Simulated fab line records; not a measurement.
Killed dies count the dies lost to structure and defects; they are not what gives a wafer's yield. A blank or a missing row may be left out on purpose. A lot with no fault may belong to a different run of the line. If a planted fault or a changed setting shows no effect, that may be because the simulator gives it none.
Which tool did it? / flow sky130 / 11 lots with 33 wafers sampled at 3 steps, on a route of 708 steps

WHAT THE GAUGES SHOWED, per wafer
SKY_VIA4_RS_MEAS_19: measurement is done with a four-point probe.
lot=L487; measured=day 42 13:23; on=film_metro-01; VIA4_W_RS (ohm/sq)=0.229 0.222 0.223
lot=L488; measured=day 43 03:54; on=film_metro-01; VIA4_W_RS (ohm/sq)=0.229 0.225 0.230
lot=L489; measured=day 43 04:46; on=film_metro-04; VIA4_W_RS (ohm/sq)=0.222 0.221 0.222
lot=L494; measured=day 44 19:52; on=film_metro-02; VIA4_W_RS (ohm/sq)=0.216 0.224 0.222
lot=L502; measured=day 47 01:37; on=film_metro-04; VIA4_W_RS (ohm/sq)=0.231 0.230 0.230
lot=L504; measured=day 47 10:14; on=film_metro-02; VIA4_W_RS (ohm/sq)=0.229 0.225 0.231
lot=L505; measured=day 47 12:58; on=film_metro-04; VIA4_W_RS (ohm/sq)=0.226 0.230 0.233
lot=L506; measured=day 47 19:43; on=film_metro-01; VIA4_W_RS (ohm/sq)=0.224 0.224 0.229
lot=L507; measured=day 47 19:30; on=film_metro-02; VIA4_W_RS (ohm/sq)=0.222 0.221 0.225
lot=L508; measured=day 48 06:50; on=film_metro-04; VIA4_W_RS (ohm/sq)=0.230 0.224 0.232
lot=L510; measured=day 48 14:34; on=film_metro-02; VIA4_W_RS (ohm/sq)=0.223 0.228 0.227

EACH LOT AND THE TOOL THAT RAN IT (in order: tool; ch and the chambers of the sampled wafers; start)
lot=L487; SKY_VIA2_CMP_24=cmp-02 ch 0,1,3, day 36 04:00; SKY_VIA4_CVD_18=cvd_w-01 ch 0,1, day 42 13:13
lot=L488; SKY_VIA2_CMP_24=cmp-02 ch 1,2,3, day 36 14:16; SKY_VIA4_CVD_18=cvd_w-02 ch 0,1, day 43 03:45
lot=L489; SKY_VIA2_CMP_24=cmp-02 ch 0,1,2, day 36 16:59; SKY_VIA4_CVD_18=cvd_w-01 ch 0, day 43 04:37
lot=L494; SKY_VIA2_CMP_24=cmp-02 ch 0,1,2, day 38 14:44; SKY_VIA4_CVD_18=cvd_w-01 ch 0,1, day 44 19:41
lot=L502; SKY_VIA2_CMP_24=cmp-02 ch 0,1,3, day 41 05:25; SKY_VIA4_CVD_18=cvd_w-02 ch 0, day 47 01:28
lot=L504; SKY_VIA2_CMP_24=cmp-01 ch 1,2,3, day 41 14:55; SKY_VIA4_CVD_18=cvd_w-02 ch 0,1, day 47 10:05
lot=L505; SKY_VIA2_CMP_24=cmp-02 ch 0,1,2, day 41 19:23; SKY_VIA4_CVD_18=cvd_w-02 ch 0,1, day 47 12:48
lot=L506; SKY_VIA2_CMP_24=cmp-01 ch 1,2, day 42 04:14; SKY_VIA4_CVD_18=cvd_w-01 ch 0,1, day 47 19:32
lot=L507; SKY_VIA2_CMP_24=cmp-02 ch 0,2,3, day 42 05:28; SKY_VIA4_CVD_18=cvd_w-02 ch 0,1, day 47 19:21
lot=L508; SKY_VIA2_CMP_24=cmp-01 ch 1,3, day 42 12:51; SKY_VIA4_CVD_18=cvd_w-01 ch 0,1, day 48 06:39
lot=L510; SKY_VIA2_CMP_24=cmp-02 ch 0,1,2, day 43 03:57; SKY_VIA4_CVD_18=cvd_w-01 ch 0,1, day 48 14:25
- SKY_VIA2_CMP_24: polishes, stops on SiO2, t overpolish 20 s, target thk 0 nm.
- SKY_VIA4_CVD_18: deposits W, target thk 505 nm, time 152.14 s.

THE ANSWER, worked out from the rows above alone
Rule: what is usual is taken from the lots themselves. Put in order of their means at a reading, lots are off if they are a third of the lots or fewer, leave a main group of 4 or more, and stand apart from it by a gap of 3 or more times the standard deviation of the main group's means; of several such gaps the widest counts. If all means in a main group match to the digits the tables above print for the reading, that group is not used. Also off: a lot with no number at a reading for which 4 or more lots have one. All remaining lots with rows at the step are treated as sound.
No lot is off on any of the readings shown, so nothing can be concluded from this.

WHAT THE SIMULATOR HAD INSERTED
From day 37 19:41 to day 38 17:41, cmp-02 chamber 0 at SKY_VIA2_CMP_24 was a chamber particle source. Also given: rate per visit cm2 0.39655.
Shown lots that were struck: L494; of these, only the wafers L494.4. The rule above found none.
